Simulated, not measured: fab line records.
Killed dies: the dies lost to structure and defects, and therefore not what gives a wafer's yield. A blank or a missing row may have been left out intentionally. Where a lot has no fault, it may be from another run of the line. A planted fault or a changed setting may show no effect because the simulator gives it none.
Which of the tools did it? || flow sky130 || 10 lots with 30 wafers sampled at 2 steps, on a route of 708 steps

== WHAT THE GAUGES READ, wafer by wafer ==
SKY_POLY_GATE_THK_MEAS_01.
{"lot": "L161", "measured": "day 15 23:50", "on": "filmMetro-02", "POLY_GATE_CVD_00_THK (nm)": "180.6 181.3 178.7"}
{"lot": "L163", "measured": "day 16 16:43", "on": "filmMetro-04", "POLY_GATE_CVD_00_THK (nm)": "179.5 180.6 179.2"}
{"lot": "L165", "measured": "day 16 19:30", "on": "filmMetro-02", "POLY_GATE_CVD_00_THK (nm)": "180.3 181.1 178.9"}
{"lot": "L166", "measured": "day 17 18:04", "on": "filmMetro-04", "POLY_GATE_CVD_00_THK (nm)": "179.7 179.5 179.1"}
{"lot": "L167", "measured": "day 18 01:02", "on": "filmMetro-03", "POLY_GATE_CVD_00_THK (nm)": "181.0 179.7 180.5"}
{"lot": "L170", "measured": "day 18 11:55", "on": "filmMetro-02", "POLY_GATE_CVD_00_THK (nm)": "144.2 142.8 142.8"}
{"lot": "L171", "measured": "day 19 07:56", "on": "filmMetro-02", "POLY_GATE_CVD_00_THK (nm)": "141.9 141.9 143.1"}
{"lot": "L179", "measured": "day 21 15:35", "on": "filmMetro-03", "POLY_GATE_CVD_00_THK (nm)": "177.6 179.4 179.0"}
{"lot": "L180", "measured": "day 21 18:32", "on": "filmMetro-02", "POLY_GATE_CVD_00_THK (nm)": "180.3 178.9 178.1"}
{"lot": "L181", "measured": "day 22 01:31", "on": "filmMetro-04", "POLY_GATE_CVD_00_THK (nm)": "182.5 182.3 182.0"}

== WHAT TOOL EACH LOT RAN ON (gives the tool, then ch and the chambers of the sampled wafers, and finally the start) ==
{"lot": "L161", "SKY_POLY_GATE_CVD_00": "lpcvd-01 ch 1, day 15 22:38"}
{"lot": "L163", "SKY_POLY_GATE_CVD_00": "lpcvd-01 ch 1, day 16 13:59"}
{"lot": "L165", "SKY_POLY_GATE_CVD_00": "lpcvd-01 ch 0, day 16 17:41"}
{"lot": "L166", "SKY_POLY_GATE_CVD_00": "lpcvd-01 ch 1, day 17 16:50"}
{"lot": "L167", "SKY_POLY_GATE_CVD_00": "lpcvd-01 ch 0, day 17 23:50"}
{"lot": "L170", "SKY_POLY_GATE_CVD_00": "lpcvd-01 ch 1, day 18 10:41"}
{"lot": "L171", "SKY_POLY_GATE_CVD_00": "lpcvd-01 ch 0, day 19 06:44"}
{"lot": "L179", "SKY_POLY_GATE_CVD_00": "lpcvd-01 ch 1, day 21 14:23"}
{"lot": "L180", "SKY_POLY_GATE_CVD_00": "lpcvd-01 ch 1, day 21 17:20"}
{"lot": "L181", "SKY_POLY_GATE_CVD_00": "lpcvd-01 ch 1, day 22 00:19"}
- SKY_POLY_GATE_CVD_00: deposits poly-Si, target thk 180 nm, time 720 s.

== THE ANSWER, worked out from the rows above alone ==
Rule: the lots themselves supply what counts as usual. Put in order of their means at a reading, lots are off if they are a third of the lots or fewer, leave a main group of 4 or more, and stand apart from it by a gap of 3 or more times the standard deviation of the main group's means; of several such gaps the widest counts. Not used: any main group whose means are identical at the precision the tables above print for the reading. Also off: a lot with no number at a reading for which 4 or more lots have one. Any other lot the step has rows for is counted as sound.
Off: L170, L171, at SKY_POLY_GATE_THK_MEAS_01 (POLY_GATE_CVD_00_THK). Mean 180.0 nm and standard deviation 1 in the main group.
A tool fits if, at a process step before that reading, it ran every lot that is off, and no sound lot after the first of them. The gauges at SKY_POLY_GATE_THK_MEAS_01 are tried like those tools. No candidate that was tried fits.

== WHAT WAS PUT IN BY THE SIMULATOR ==
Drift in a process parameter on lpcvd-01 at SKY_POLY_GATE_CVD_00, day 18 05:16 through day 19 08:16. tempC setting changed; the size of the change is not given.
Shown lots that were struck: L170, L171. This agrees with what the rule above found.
